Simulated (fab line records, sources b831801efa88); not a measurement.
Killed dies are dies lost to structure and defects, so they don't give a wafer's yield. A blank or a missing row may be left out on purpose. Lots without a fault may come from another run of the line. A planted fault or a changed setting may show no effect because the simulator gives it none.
fab line records | flow sky130
record lots=5 wafers=15 last_day=49
route steps=708 shown LOCAL_INTERCONNECT@404 CONTACT@406 METAL1@434
lots that met no fault: from a run of the same line without faults
start_h: hours from the record's first day to the start of the lot's first wafer shown | wait_h: hours since the lot's step before | " the same as in the row above | L1.1+2: a row that stands for several wafers | - no value, or no start given | * or withheld: withheld | < > ~ a bound
route shown NAME@n: a module of which the file shows steps, and the number in the route of the first | usual: mean/standard deviation of fault-free wafers | same: alike in all rows | chamber/n: place in a boat | sites: the reading at each site | _std_site: their standard deviation | _edge_site: outer sites' mean less inner sites' | radius_mm: how far each site lies from the wafer's centre | mask NAME#n: copy n | behind: the tool/chamber that last shaped the wafer | hold: why the lot was held/for how many hours/how that ended | device: the transistor (n, p or np) that didn't switch | end of line: the same wafers' tests at the end of the route | a step without rows: its recipe alone | killed: dies lost to structure and defects at the first sort, not the wafer's yield | map: a wafer's dies, x killed, . not, _ none there
set.NAME: the setting as run; set.NAME@STEP: as run at that earlier step | model.NAME: the simulator's own value behind a step, which no gauge read
lots at some steps of the route; a table a step, a row a wafer
services: from which hour (start_h, from the record's first day; less than 0 if before it) a tool's chamber was out of use, for how many hours, and why
## steps
# step SKY_LOCAL_INTERCONNECT_CLEAN_17
# recipe chemistry=IPA time_s=180 temp_c=25
# same time_s=180
# columns lot.wafer tool chamber start_h wait_h
L074.2+3+5 wet_bench-04 3 672.46 0.0
L078.1+4+5 wet_bench-04 2 752.51 0.0
L079.2+3+4 wet_bench-04 1 758.02 0.0
L083.2+3+4 wet_bench-02 1 794.75 0.0
L092.1+4+6 wet_bench-03 3 856.21 0.0
# step SKY_LOCAL_INTERCONNECT_CLEAN_18
# recipe chemistry=O3/DIW dry=n2_spin
# columns lot.wafer tool chamber start_h wait_h
L074.2+3+5 wet_bench-02 0 672.52 0.0
L078.1+4+5 wet_bench-02 3 752.58 0.0
L079.2+3+4 wet_bench-02 3 758.09 0.0
L083.2+3+4 wet_bench-02 3 794.81 0.0
L092.1+4+6 wet_bench-04 3 856.27 0.0
# step SKY_CONTACT_CVD_00
# recipe material=Si3N4 target_thk_nm=75 temp_c=400 time_s=withheld rf_w=450
# usual heater_power_w=730/100
# columns lot.wafer tool chamber start_h wait_h heater_power_w
L074.2 pecvd-04 1 672.61 0.0 799
L074.3 " 2 " " 672
L074.5 " 1 " " 786
L078.1 pecvd-02 0 752.68 0.0 585
L078.4 " 0 " " 614
L078.5 " 1 " " 899
L079.2 pecvd-04 0 758.19 0.0 688
L079.3 " 1 " " 795
L079.4 " 1 " " 787
L083.2 pecvd-04 2 794.90 0.0 666
L083.3 " 2 " " 683
L083.4 " 0 " " 566
L092.1 pecvd-04 1 856.37 0.0 783
L092.4 " 0 " " 603
L092.6 " 2 " " 689
# step SKY_CONTACT_THK_MEAS_01
# recipe reads=Si3N4_of_CONTACT_CVD_00
# usual CONTACT_CVD_00_THK=75.1/0.92
# columns lot.wafer tool chamber start_h wait_h CONTACT_CVD_00_THK[nm]
L074.2 film_metro-04 - 672.66 - 73.7
L074.3 " - " " 73.8
L074.5 " - " " 75.0
L078.1 film_metro-03 - 752.72 - 73.6
L078.4 " - " " 75.6
L078.5 " - " " 75.4
L079.2 film_metro-04 - 758.23 - 74.7
L079.3 " - " " 73.9
L079.4 " - " " 76.0
L083.2 film_metro-03 - 794.96 - 75.1
L083.3 " - " " 75.9
L083.4 " - " " 76.5
L092.1 film_metro-01 - 856.40 - 75.7
L092.4 " - " " 76.7
L092.6 " - " " 76.9
# step SKY_CONTACT_HDPCVD_02
# recipe material=SiO2 target_thk_nm=565 sigma_open_frac=0.3 time_s=94.2 temp_c=600 sih4_flow_sccm=60 pressure_mtorr=6
# same time_s=94.2
# columns lot.wafer tool chamber start_h wait_h
L074.2+3+5 hdpcvd-02 1,0,0 672.71 0.0
L078.1+4+5 hdpcvd-02 2,2,0 752.78 0.1
L079.2+3+4 hdpcvd-01 1,2,0 758.28 0.0
L083.2+3+4 hdpcvd-01 2,0,0 795.01 0.0
L092.1+4+6 hdpcvd-01 1,2,1 856.46 0.1
# step SKY_CONTACT_THK_MEAS_03
# recipe reads=SiO2_of_CONTACT_HDPCVD_02
# usual CONTACT_HDPCVD_THK=564/4.6
# columns lot.wafer tool chamber start_h wait_h CONTACT_HDPCVD_THK[nm]
L074.2 film_metro-03 - 672.78 0.0 561
L074.3 " - " " 562
L074.5 " - " " 562
L078.1 film_metro-01 - 752.85 0.0 556
L078.4 " - " " 561
L078.5 " - " " 558
L079.2 film_metro-01 - 758.36 0.0 562
L079.3 " - " " 568
L079.4 " - " " 561
L083.2 film_metro-01 - 795.09 0.0 567
L083.3 " - " " 553
L083.4 " - " " 564
L092.1 film_metro-03 - 856.53 0.0 565
L092.4 " - " " 566
L092.6 " - " " 565
# step SKY_CONTACT_CMP_04
# recipe material=SiO2 down_force_psi=4 platen_rpm=60 pad_velocity_m_s=0.94248
# usual edge_zone_pressure_frac=1.000/0.0046 motor_current_A=12.0/1.1 time_to_endpoint_s=83/3.1
# columns lot.wafer tool chamber start_h wait_h edge_zone_pressure_frac motor_current_A time_to_endpoint_s
L074.2 cmp-01 1 672.83 0.0 1.003 12.7 84
L074.3 " 3 " " 0.995 13.5 86
L074.5 " 1 " " 1.000 12.8 86
L078.1 cmp-02 3 752.91 0.1 1.005 13.2 85
L078.4 " 2 " " 1.004 14.0 82
L078.5 " 0 " " 0.997 11.9 81
L079.2 cmp-01 3 758.41 0.0 1.005 12.5 81
L079.3 " 1 " " 0.998 11.9 89
L079.4 " 2 " " 1.001 11.9 84
L083.3 cmp-02 3 795.14 0.0 1.000 13.0 80
L083.4 " 1 " " 0.999 11.2 84
L083.2 " 2 " " 1.005 13.6 81
L092.1 cmp-02 3 856.59 0.1 0.985 13.1 84
L092.4 " 0 " " 0.999 12.4 82
L092.6 " 3 " " 0.992 12.4 83
# step SKY_CONTACT_BOW_MEAS_05
# recipe mode=bow
# usual CONTACT_BOW=81/7.5
# columns lot.wafer tool chamber start_h wait_h CONTACT_BOW[um]
L074.2 film_metro-04 - 673.15 0.3 90
L074.3 " - " " 72
L074.5 " - " " 83
L078.1 film_metro-04 - 753.21 0.2 76
L078.4 " - " " 84
L078.5 " - " " 85
L079.2 film_metro-04 - 758.73 0.3 80
L079.3 " - " " 87
L079.4 " - " " 83
L083.2 film_metro-01 - 795.46 0.1 92
L083.3 " - " " 68
L083.4 " - " " 95
L092.1 film_metro-01 - 856.89 0.2 90
L092.4 " - " " 83
L092.6 " - " " 68
# step SKY_CONTACT_DEHYDRATE_06
# recipe temp_c=200 time_s=60
# same time_s=60
# columns lot.wafer tool chamber start_h wait_h
L074.2+3+5 litho_track-03 0 687.30 14.1
L078.1+4+5 litho_track-03 0 766.27 13.0
L079.2+3+4 litho_track-04 0 771.68 12.9
L083.2+3+4 litho_track-04 0 805.93 10.5
L092.1+4+6 litho_track-02 0 869.00 12.1
# step SKY_CONTACT_HMDS_07
# recipe prime_time_s=60 prime_temp_c=120
# usual prime_temp_c=120.03/0.13
# columns lot.wafer tool chamber start_h wait_h prime_temp_c
L074.2 litho_track-03 0 687.45 0.1 120.20
L074.3 " 0 " " 120.13
L074.5 " 0 " " 120.02
L078.1 litho_track-03 0 766.42 0.1 120.29
L078.4 " 0 " " 120.14
L078.5 " 0 " " 120.03
L079.2 litho_track-04 0 771.83 0.1 119.99
L079.3 " 0 " " 120.01
L079.4 " 0 " " 120.17
L083.2 litho_track-04 0 806.08 0.1 120.01
L083.3 " 0 " " 120.11
L083.4 " 0 " " 120.29
L092.1 litho_track-02 0 869.15 0.1 119.98
L092.4 " 0 " " 120.05
L092.6 " 0 " " 120.10
# step SKY_CONTACT_COAT_08
# recipe resist=BARC temp_c=withheld time_s=withheld spin_rpm=3000 resist_thk_nm=60
# columns lot.wafer tool chamber start_h wait_h
L074.2+3+5 litho_track-03 0 687.60 0.1
L078.1+4+5 litho_track-03 0 766.57 0.1
L079.2+3+4 litho_track-04 0 771.98 0.1
L083.2+3+4 litho_track-04 0 806.23 0.1
L092.1+4+6 litho_track-02 0 869.30 0.1
# step SKY_CONTACT_COAT_09
# recipe resist=KrF-thick spin_rpm=3000 resist_thk_nm=450
# columns lot.wafer tool chamber start_h wait_h
L074.2+3+5 litho_track-03 0 - -
L078.1+4+5 litho_track-03 0 - -
L079.2+3+4 litho_track-04 0 - -
L083.2+3+4 litho_track-04 0 - -
L092.1+4+6 litho_track-02 0 - -
# step SKY_CONTACT_SOFTBAKE_10
# recipe temp_c=100 time_s=90 resist=KrF-thick
# same time_s=90
# columns lot.wafer tool chamber start_h wait_h
L074.2+3+5 litho_track-03 0 - -
L078.1+4+5 litho_track-03 0 - -
L079.2+3+4 litho_track-04 0 - -
L083.2+3+4 litho_track-04 0 - -
L092.1+4+6 litho_track-02 0 - -
# step SKY_CONTACT_EXPOSE_11
# recipe mask_id=CTM1 na=0.8 source_shape=annular sigma_inner=0.55 sigma_outer=0.85 target_cd_nm=170 dose_mj=38
# columns lot.wafer tool chamber start_h wait_h mask
L074.2+3+5 krf_scanner-02 0 - - CTM1#0
L078.1+4+5 krf_scanner-01 0 - - CTM1#0
L079.2+3+4 krf_scanner-01 0 - - CTM1#0
L083.2+3+4 krf_scanner-02 0 - - CTM1#0
L092.1+4+6 krf_scanner-01 0 - - CTM1#0
# step SKY_CONTACT_PEB_12
# recipe peb_temp_c=withheld peb_time_s=withheld resist=KrF-thick
# columns lot.wafer tool chamber start_h wait_h
L074.2+3+5 litho_track-02 0 - -
L078.1+4+5 litho_track-03 0 - -
L079.2+3+4 litho_track-03 0 - -
L083.2+3+4 litho_track-03 0 - -
L092.1+4+6 litho_track-04 0 - -
# step SKY_CONTACT_DEVELOP_13
# recipe develop_time_s=60 resist=KrF-thick dev_temp_c=21
# columns lot.wafer tool chamber start_h wait_h
L074.2+3+5 litho_track-02 0 - -
L078.1+4+5 litho_track-03 0 - -
L079.2+3+4 litho_track-03 0 - -
L083.2+3+4 litho_track-03 0 - -
L092.1+4+6 litho_track-04 0 - -
# step SKY_CONTACT_CD_MEAS_14
# recipe target_cd_nm=170
# usual cd_nm=169.9/1.4
# columns lot.wafer tool chamber start_h wait_h cd_nm
L074.2 cd_sem-01 - 702.02 - 169.1
L074.3 " - " " 170.5
L074.5 " - " " 170.2
L078.1 cd_sem-01 - 778.57 - 168.1
L078.4 " - " " 168.4
L078.5 " - " " 168.2
L079.2 cd_sem-01 - 783.79 - 169.9
L079.3 " - " " 171.3
L079.4 " - " " 172.4
L083.2 cd_sem-02 - 821.09 - 170.7
L083.3 " - " " 170.5
L083.4 " - " " 170.8
L092.1 cd_sem-02 - 883.66 - 171.7
L092.4 " - " " 171.2
L092.6 " - " " 170.9
# step SKY_CONTACT_OVL_MEAS_15
# usual CONTACT_OVL=-3/5.5
# columns lot.wafer tool chamber start_h wait_h CONTACT_OVL[nm]
L074.2 overlay-01 - 702.13 0.1 2
L074.3 " - " " -4
L074.5 " - " " -8
L078.1 overlay-01 - 778.69 0.1 3
L078.4 " - " " 3
L078.5 " - " " 6
L079.2 overlay-01 - 783.90 0.1 -6
L079.3 " - " " -3
L079.4 " - " " -7
L083.2 overlay-02 - 821.20 0.1 -4
L083.3 " - " " -1
L083.4 " - " " -10
L092.1 overlay-01 - 883.78 0.1 -5
L092.4 " - " " -10
L092.6 " - " " -5
# step SKY_CONTACT_ETCH_16
# recipe chemistry=N2/H2 target=BARC ion_energy_ev=200 source_w=500 bias_w=100 pressure_mtorr=30 n2_flow_sccm=100 h2_flow_sccm=200 stop_on=SiO2 time_s=45.9 target_depth_a=600
# usual chamber_pressure_mTorr=30.001/0.029 drypump_motor_current_A=5.8/0.46 oes_product_au=0.855/0.0044 throttle_valve_pct=13.224/0.0093
# same time_s=45.9
# columns lot.wafer tool chamber start_h wait_h chamber_pressure_mTorr drypump_motor_current_A oes_product_au rf_hours_counter_h throttle_valve_pct
L074.2 rie_diel-01 1 702.16 0.0 30.007 4.9 0.855 13 13.232
L074.3 " 3 " " 29.990 6.5 0.855 5 13.218
L074.5 " 1 " " 30.038 4.9 0.852 - 13.223
L078.1 rie_diel-04 0 778.73 0.0 30.019 6.0 0.857 5 13.228
L078.4 " 2 " " 30.000 5.9 0.851 15 13.213
L078.5 " 2 " " 29.987 5.9 0.855 - 13.219
L079.2 rie_diel-04 3 783.93 0.0 30.015 6.4 0.853 9 13.202
L079.3 " 1 " " 29.989 5.5 0.859 10 13.225
L079.4 " 0 " " 30.022 6.0 0.859 5 13.212
L083.2 rie_diel-01 0 821.23 0.0 30.024 5.4 0.856 1 13.211
L083.3 " 3 " " 29.968 6.4 0.850 9 13.208
L083.4 " 2 " " 29.990 6.2 0.859 7 13.234
L092.1 rie_diel-02 2 883.81 0.0 29.973 5.6 0.854 26 13.234
L092.4 " 1 " " 30.001 6.3 0.853 15 13.234
L092.6 " 3 " " 30.056 5.9 0.859 - 13.222
# step SKY_CONTACT_ETCH_17
# recipe target=SiO2 chemistry=C4F8/O2/Ar stop_on=Si3N4 mask_material=KrF-thick source_w=1500 bias_w=1200 pressure_mtorr=40 c4f8_flow_sccm=withheld O2_flow_sccm=6 Ar_flow_sccm=300 time_s=withheld target_depth_a=3400
# usual chamber_pressure_mTorr=40.00/0.037 oes_product_au=0.892/0.0051
# columns lot.wafer tool chamber start_h wait_h chamber_pressure_mTorr oes_product_au
L074.2 rie_diel-01 1 702.20 0.0 39.99 0.897
L074.3 " 3 " " 40.01 0.896
L074.5 " 1 " " 40.02 0.901
L078.1 rie_diel-04 0 778.77 0.0 39.98 0.893
L078.4 " 2 " " 40.01 0.883
L078.5 " 2 " " 40.00 0.895
L079.2 rie_diel-04 3 783.97 0.0 39.94 0.890
L079.3 " 1 " " 40.04 0.890
L079.4 " 0 " " 39.95 0.889
L083.2 rie_diel-01 0 821.27 0.0 39.97 0.892
L083.3 " 3 " " 40.00 0.891
L083.4 " 2 " " 39.97 0.885
L092.1 rie_diel-02 2 883.85 0.0 40.03 0.890
L092.4 " 1 " " 40.01 0.893
L092.6 " 3 " " 40.00 0.893
# step SKY_CONTACT_ETCH_18
# recipe target=Si3N4 chemistry=CHF3/O2 stop_on=TiN source_w=600 bias_w=200 pressure_mtorr=40 chf3_flow_sccm=50 O2_flow_sccm=5 time_s=39 target_depth_a=750
# usual chamber_pressure_mTorr=40.00/0.036 drypump_motor_current_A=5.8/0.45 oes_product_au=0.855/0.0064 throttle_valve_pct=8.793/0.009
# same time_s=39
# columns lot.wafer tool chamber start_h wait_h chamber_pressure_mTorr drypump_motor_current_A oes_product_au rf_hours_counter_h throttle_valve_pct
L074.2 rie_diel-01 1 - - 40.04 4.8 0.845 13 8.795
L074.3 " 3 " " 39.97 6.4 0.839 5 8.802
L074.5 " 1 " " 40.00 4.9 0.846 - 8.793
L078.1 rie_diel-04 0 - - 39.98 6.0 0.848 5 8.792
L078.4 " 2 " " 40.01 5.8 0.855 15 8.784
L078.5 " 2 " " 39.98 5.8 0.856 - 8.791
L079.2 rie_diel-04 3 - - 39.94 6.5 0.853 9 8.795
L079.3 " 1 " " 39.96 5.5 0.849 10 8.801
L079.4 " 0 " " 39.98 6.0 0.862 5 8.808
L083.2 rie_diel-01 0 - - 39.98 5.4 0.860 1 8.790
L083.3 " 3 " " 39.99 6.4 0.852 9 8.795
L083.4 " 2 " " 39.97 6.2 0.861 7 8.794
L092.1 rie_diel-02 2 - - 40.02 5.6 0.856 26 8.793
L092.4 " 1 " " 40.01 6.2 0.864 15 8.793
L092.6 " 3 " " 39.97 5.9 0.874 - 8.800
# step SKY_CONTACT_STRIP_19
# recipe chemistry=O2/N2 power_w=1400 pressure_mtorr=1500 platen_temp_c=withheld o2_flow_sccm=3000 n2_flow_sccm=300 overash_fraction=0.5
# usual chamber_pressure_mTorr=1500.0/1.3 drypump_motor_current_A=5.6/0.37 oes_product_au=0.381/0.0048 strip_time_to_endpoint_s=3.619/0.026
# columns lot.wafer tool chamber start_h wait_h chamber_pressure_mTorr drypump_motor_current_A oes_product_au rf_hours_counter_h strip_time_to_endpoint_s
L074.2 plasma_asher-04 1 702.29 - 1500.9 5.1 0.385 27 3.613
L074.3 " 0 " " 1499.0 6.3 0.377 - 3.588
L074.5 " 1 " " 1501.7 5.1 0.377 - 3.604
L078.1 plasma_asher-03 1 778.86 - 1498.8 5.3 0.384 62 3.612
L078.4 " 1 " " 1502.9 5.3 0.375 - 3.583
L078.5 " 0 " " 1498.8 5.8 0.383 - 3.616
L079.2 plasma_asher-03 0 784.06 - 1500.3 5.7 0.386 63 3.640
L079.3 " 0 " " 1499.2 5.7 0.373 - 3.608
L079.4 " 1 " " 1502.6 5.3 0.380 - 3.617
L083.2 plasma_asher-01 1 821.36 - 1500.4 5.9 0.387 7 3.627
L083.3 " 0 " " 1498.7 5.4 0.377 - 3.637
L083.4 " 1 " " 1500.3 5.9 0.391 - 3.681
L092.1 plasma_asher-03 0 883.94 - 1501.2 5.7 0.382 73 3.648
L092.4 " 0 " " 1500.8 5.7 0.386 - 3.614
L092.6 " 0 " " 1499.9 5.8 0.381 - 3.610
# step SKY_CONTACT_STRIP_20
# recipe chemistry=post_etch_residue_remover time_s=1200 temp_c=72.5
# same time_s=1200
# columns lot.wafer tool chamber start_h wait_h
L074.2+3+5 wet_bench-01 3 702.39 0.1
L078.1+4+5 wet_bench-01 3 778.96 0.1
L079.2+3+4 wet_bench-01 1 784.16 0.1
L083.2+3+4 wet_bench-01 3 821.46 0.1
L092.1+4+6 wet_bench-01 1 884.04 0.1
# step SKY_CONTACT_CLEAN_21
# recipe chemistry=IPA time_s=180 temp_c=25
# same time_s=180
# columns lot.wafer tool chamber start_h wait_h
L074.2+3+5 wet_bench-04 3 702.76 0.0
L078.1+4+5 wet_bench-01 1 779.33 0.0
L079.2+3+4 wet_bench-02 1 784.53 0.0
L083.2+3+4 wet_bench-04 3 821.80 0.0
L092.1+4+6 wet_bench-02 1 884.65 0.3
# step SKY_CONTACT_CLEAN_22
# recipe chemistry=O3/DIW dry=n2_spin
# columns lot.wafer tool chamber start_h wait_h
L074.2+3+5 wet_bench-02 2 702.83 0.0
L078.1+4+5 wet_bench-02 3 779.39 0.0
L079.2+3+4 wet_bench-04 3 784.59 0.0
L083.2+3+4 wet_bench-01 3 821.86 0.0
L092.1+4+6 wet_bench-01 0 884.73 0.0
# step SKY_CONTACT_SPUTTER_23
# recipe material=TiN target_thk_nm=20 chamber_pressure_pa=5 power_w=4000 time_s=80
# usual throttle_valve_pct=30.0/1.1
# same time_s=80
# columns lot.wafer tool chamber start_h wait_h throttle_valve_pct
L074.2 pvd_sputter-02 - 702.93 0.0 30.2
L074.3 " - " " 31.3
L074.5 " - " " 29.3
L078.1 pvd_sputter-02 - 779.49 0.0 28.2
L078.4 " - " " 31.5
L078.5 " - " " 29.5
L079.2 pvd_sputter-03 - 784.70 0.0 28.9
L079.3 " - " " 29.7
L079.4 " - " " 31.0
L083.2 pvd_sputter-02 - 821.96 0.0 29.6
L083.3 " - " " 28.6
L083.4 " - " " 30.1
L092.1 pvd_sputter-02 - 884.82 0.0 31.7
L092.4 " - " " 28.5
L092.6 " - " " 30.2
# step SKY_CONTACT_CVD_24
# recipe material=W target_thk_nm=340 time_s=102.12 temp_c=400 pressure_torr=40
# usual heater_power_w=819/73
# same time_s=102.12
# columns lot.wafer tool chamber start_h wait_h heater_power_w
L074.2 cvd_w-01 1 702.99 0.0 764
L074.3 " 1 " " 755
L074.5 " 0 " " 771
L078.1 cvd_w-02 0 779.55 0.0 933
L078.4 " 1 " " 807
L078.5 " 0 " " 938
L079.2 cvd_w-01 0 784.76 0.0 791
L079.3 " 0 " " 791
L079.4 " 1 " " 769
L083.2 cvd_w-02 0 822.02 0.0 940
L083.3 " 1 " " 793
L083.4 " 0 " " 923
L092.1 cvd_w-02 0 884.93 0.1 933
L092.4 " 0 " " 945
L092.6 " 1 " " 805
# step SKY_CONTACT_RS_MEAS_25
# recipe thk_meas_gauge=four-point-probe reads=W_of_CONTACT_CVD_24+TiN_of_CONTACT_SPUTTER_23
# usual CONTACT_W_RS=0.337/0.0034
# columns lot.wafer tool chamber start_h wait_h CONTACT_W_RS[ohm/sq]
L074.2 film_metro-04 - 703.12 0.1 0.341
L074.3 " - " " 0.342
L074.5 " - " " 0.343
L078.1 film_metro-01 - 779.66 0.1 0.335
L078.4 " - " " 0.335
L078.5 " - " " 0.334
L079.2 film_metro-04 - 784.89 0.1 0.336
L079.3 " - " " 0.339
L079.4 " - " " 0.336
L083.2 film_metro-01 - 822.15 0.1 0.337
L083.3 " - " " 0.335
L083.4 " - " " 0.334
L092.1 film_metro-01 - 885.11 0.1 0.340
L092.4 " - " " 0.341
L092.6 " - " " 0.339
# step SKY_CONTACT_THK_MEAS_26
# recipe thk_meas_gauge=xrf reads=W_of_CONTACT_CVD_24
# usual CONTACT_W_THK=346/4.5
# columns lot.wafer tool chamber start_h wait_h CONTACT_W_THK[nm]
L074.2 film_metro-04 - 703.23 0.1 345
L074.3 " - " " 344
L074.5 " - " " 342
L078.1 film_metro-01 - 779.78 0.1 347
L078.4 " - " " 346
L078.5 " - " " 350
L079.2 film_metro-04 - 785.00 0.1 348
L079.3 " - " " 345
L079.4 " - " " 346
L083.2 film_metro-01 - 822.26 0.1 346
L083.3 " - " " 347
L083.4 " - " " 350
L092.1 film_metro-01 - 885.23 0.1 345
L092.4 " - " " 341
L092.6 " - " " 345
# step SKY_CONTACT_CMP_27
# recipe stop_on=SiO2 t_overpolish_s=15 down_force_psi=3.5 platen_rpm=60 target_thk_nm=0 pad_velocity_m_s=0.94248
# usual edge_zone_pressure_frac=1.000/0.0051 motor_current_A=11.0/0.95 overpolish_run_s=15.000/0.0083 time_to_endpoint_s=83/3
# columns lot.wafer tool chamber start_h wait_h edge_zone_pressure_frac motor_current_A overpolish_run_s time_to_endpoint_s
L074.3 cmp-01 2 703.28 0.0 0.988 11.1 15.007 82
L074.2 " 0 " " 1.004 9.2 14.990 84
L074.5 " 2 " " 0.990 11.9 15.013 85
L078.4 cmp-02 3 779.89 0.1 1.000 10.9 15.006 81
L078.1 " 1 " " 0.998 10.1 15.002 79
L078.5 " 2 " " 1.003 12.4 15.010 76
L079.3 cmp-02 0 785.05 0.0 1.000 10.7 14.986 73
L079.2 " 1 " " 1.003 9.7 14.992 77
L079.4 " 2 " " 1.005 11.5 14.993 79
L083.3 cmp-02 3 822.31 0.0 0.990 11.2 15.003 88
L083.2 " 0 " " 0.996 11.2 15.005 81
L083.4 " 1 " " 0.996 9.6 15.001 83
L092.4 cmp-02 0 885.41 0.1 1.010 10.8 14.988 81
L092.1 " 2 " " 1.000 13.4 15.006 84
L092.6 " 1 " " 1.005 10.3 15.008 81
# step SKY_METAL1_SPUTTER_00
# recipe material=Ti target_thk_nm=15 power_w=3000 time_s=10 chamber_pressure_pa=0.4
# usual throttle_valve_pct=30.1/1.2
# same time_s=10
# columns lot.wafer tool chamber start_h wait_h throttle_valve_pct
L074.2 pvd_sputter-04 - 703.58 0.1 29.7
L074.3 " - " " 31.1
L074.5 " - " " 29.0
L078.1 pvd_sputter-04 - 780.14 0.1 29.1
L078.4 " - " " 29.9
L078.5 " - " " 30.1
L079.2 pvd_sputter-02 - 785.35 0.2 29.3
L079.3 " - " " 28.3
L079.4 " - " " 30.2
L083.2 pvd_sputter-04 - 822.61 0.2 31.1
L083.3 " - " " 29.3
L083.4 " - " " 30.0
L092.1 pvd_sputter-04 - 885.71 0.1 31.1
L092.4 " - " " 29.9
L092.6 " - " " 31.1
# step SKY_METAL1_SPUTTER_01
# recipe material=TiN target_thk_nm=20 power_w=6500 time_s=16.7 chamber_pressure_pa=0.4
# usual throttle_valve_pct=30.1/1.2
# same time_s=16.7
# columns lot.wafer tool chamber start_h wait_h throttle_valve_pct
L074.2 pvd_sputter-04 - 703.60 0.0 29.9
L074.3 " - " " 31.1
L074.5 " - " " 29.3
L078.1 pvd_sputter-04 - 780.16 0.0 29.2
L078.4 " - " " 30.0
L078.5 " - " " 29.7
L079.2 pvd_sputter-02 - 785.37 0.0 29.3
L079.3 " - " " 28.3
L079.4 " - " " 30.2
L083.2 pvd_sputter-04 - 822.63 0.0 31.1
L083.3 " - " " 29.1
L083.4 " - " " 30.2
L092.1 pvd_sputter-04 - 885.73 0.0 30.9
L092.4 " - " " 30.1
L092.6 " - " " 31.0
# step SKY_METAL1_SPUTTER_02
# recipe material=AlCu target_thk_nm=250 power_w=10600 time_s=13.3 chamber_pressure_pa=0.4
# usual throttle_valve_pct=30.1/1.2
# same time_s=13.3
# columns lot.wafer tool chamber start_h wait_h throttle_valve_pct
L074.2 pvd_sputter-04 - 703.63 0.0 29.7
L074.3 " - " " 30.9
L074.5 " - " " 29.3
L078.1 pvd_sputter-04 - 780.19 0.0 29.2
L078.4 " - " " 29.8
L078.5 " - " " 29.9
L079.2 pvd_sputter-02 - 785.40 0.0 29.5
L079.3 " - " " 28.7
L079.4 " - " " 30.3
L083.2 pvd_sputter-04 - 822.66 0.0 30.9
L083.3 " - " " 29.0
L083.4 " - " " 29.7
L092.1 pvd_sputter-04 - 885.76 0.0 31.0
L092.4 " - " " 29.8
L092.6 " - " " 31.0
# step SKY_METAL1_SPUTTER_03
# recipe material=Ti target_thk_nm=5 power_w=3000 time_s=3.3 chamber_pressure_pa=0.4
# usual throttle_valve_pct=30.1/1.2
# same time_s=3.3
# columns lot.wafer tool chamber start_h wait_h throttle_valve_pct
L074.2 pvd_sputter-04 - 703.65 0.0 29.6
L074.3 " - " " 30.9
L074.5 " - " " 29.1
L078.1 pvd_sputter-04 - 780.21 0.0 29.0
L078.4 " - " " 29.9
L078.5 " - " " 29.8
L079.2 pvd_sputter-02 - 785.42 0.0 29.4
L079.3 " - " " 28.3
L079.4 " - " " 30.6
L083.2 pvd_sputter-04 - 822.68 0.0 31.0
L083.3 " - " " 29.2
L083.4 " - " " 30.0
L092.1 pvd_sputter-04 - 885.78 0.0 31.2
L092.4 " - " " 29.9
L092.6 " - " " 30.8
# step SKY_METAL1_SPUTTER_04
# recipe material=TiN target_thk_nm=70 power_w=6500 time_s=58.3 chamber_pressure_pa=0.4
# usual throttle_valve_pct=30.1/1.2
# same time_s=58.3
# columns lot.wafer tool chamber start_h wait_h throttle_valve_pct
L074.2 pvd_sputter-04 - 703.67 0.0 29.7
L074.3 " - " " 31.2
L074.5 " - " " 28.8
L078.1 pvd_sputter-04 - 780.23 0.0 29.2
L078.4 " - " " 29.8
L078.5 " - " " 30.0
L079.2 pvd_sputter-02 - 785.44 0.0 29.3
L079.3 " - " " 28.2
L079.4 " - " " 30.2
L083.2 pvd_sputter-04 - 822.70 0.0 31.2
L083.3 " - " " 28.9
L083.4 " - " " 29.6
L092.1 pvd_sputter-04 - 885.80 0.0 30.9
L092.4 " - " " 29.8
L092.6 " - " " 30.8
# step SKY_METAL1_RS_MEAS_05
# recipe thk_meas_gauge=four-point-probe reads=TiN_of_METAL1_SPUTTER_04+Ti_of_METAL1_SPUTTER_03+AlCu_of_METAL1_SPUTTER_02+TiN_of_METAL1_SPUTTER_01+Ti_of_METAL1_SPUTTER_00
# usual METAL1_ALCU_RS=0.1275/0.0014
# columns lot.wafer tool chamber start_h wait_h METAL1_ALCU_RS[ohm/sq]
L074.2 film_metro-02 - 703.74 0.0 0.1304
L074.3 " - " " 0.1292
L074.5 " - " " 0.1291
L078.1 film_metro-01 - 780.28 0.0 0.1261
L078.4 " - " " 0.1276
L078.5 " - " " 0.1258
L079.2 film_metro-03 - 785.51 0.0 0.1280
L079.3 " - " " 0.1289
L079.4 " - " " 0.1287
L083.2 film_metro-03 - 822.77 0.0 0.1267
L083.3 " - " " 0.1273
L083.4 " - " " 0.1277
L092.1 film_metro-03 - 885.85 0.0 0.1284
L092.4 " - " " 0.1270
L092.6 " - " " 0.1269
# step SKY_METAL1_THK_MEAS_06
# recipe thk_meas_gauge=xrf reads=AlCu_of_METAL1_SPUTTER_02
# usual METAL1_ALCU_THK=247.7/2.9
# columns lot.wafer tool chamber start_h wait_h METAL1_ALCU_THK[nm]
L074.2 film_metro-02 - 703.85 0.1 243.6
L074.3 " - " " 244.8
L074.5 " - " " 244.0
L078.1 film_metro-01 - 780.40 0.1 248.6
L078.4 " - " " 249.4
L078.5 " - " " 250.4
L079.2 film_metro-03 - 785.62 0.1 247.6
L079.3 " - " " 246.1
L079.4 " - " " 245.0
L083.2 film_metro-03 - 822.88 0.1 251.2
L083.3 " - " " 251.8
L083.4 " - " " 248.5
L092.1 film_metro-03 - 885.97 0.1 246.7
L092.4 " - " " 249.1
L092.6 " - " " 251.3
# step SKY_METAL1_DEHYDRATE_07
# recipe temp_c=200 time_s=60
# same time_s=60
# columns lot.wafer tool chamber start_h wait_h
L074.2+3+5 litho_track-03 0 718.20 14.3
L078.1+4+5 litho_track-04 0 791.50 11.1
L079.2+3+4 litho_track-03 0 796.90 11.3
L083.2+3+4 litho_track-04 0 834.88 12.0
L092.1+4+6 litho_track-01 0 896.51 10.5
## services
# columns tool chamber start_h hours kind
rie_diel-04 2 677.26 29.6 repair
pvd_sputter-02 - 678.03 3.0 repair
wet_bench-04 - 689.02 7.8 repair
pecvd-04 - 700.02 0.6 repair
cmp-02 - 700.35 6.8 pm
rie_diel-04 1 703.10 1.3 repair
cmp-02 - 713.51 1.7 repair
rie_diel-04 - 718.12 1.0 repair
cmp-02 - 718.87 1.0 repair
pvd_sputter-04 - 732.44 9.8 repair
rie_diel-01 0 743.21 4.5 repair
rie_diel-01 2 750.39 1.8 repair
pvd_sputter-04 - 758.12 4.4 repair
pvd_sputter-04 - 762.76 1.7 repair
cmp-02 - 763.09 6.6 pm
pvd_sputter-02 - 798.59 4.2 repair
rie_diel-04 2 801.32 11.2 repair
rie_diel-04 1 810.29 6.7 repair
wet_bench-04 - 810.65 2.0 repair
cmp-02 - 816.19 2.3 repair
rie_diel-04 1 819.86 10.0 repair
rie_diel-01 - 843.42 14.6 pm
wet_bench-04 - 874.37 29.7 pm
cmp-02 - 893.04 1.4 repair
## key
fault none
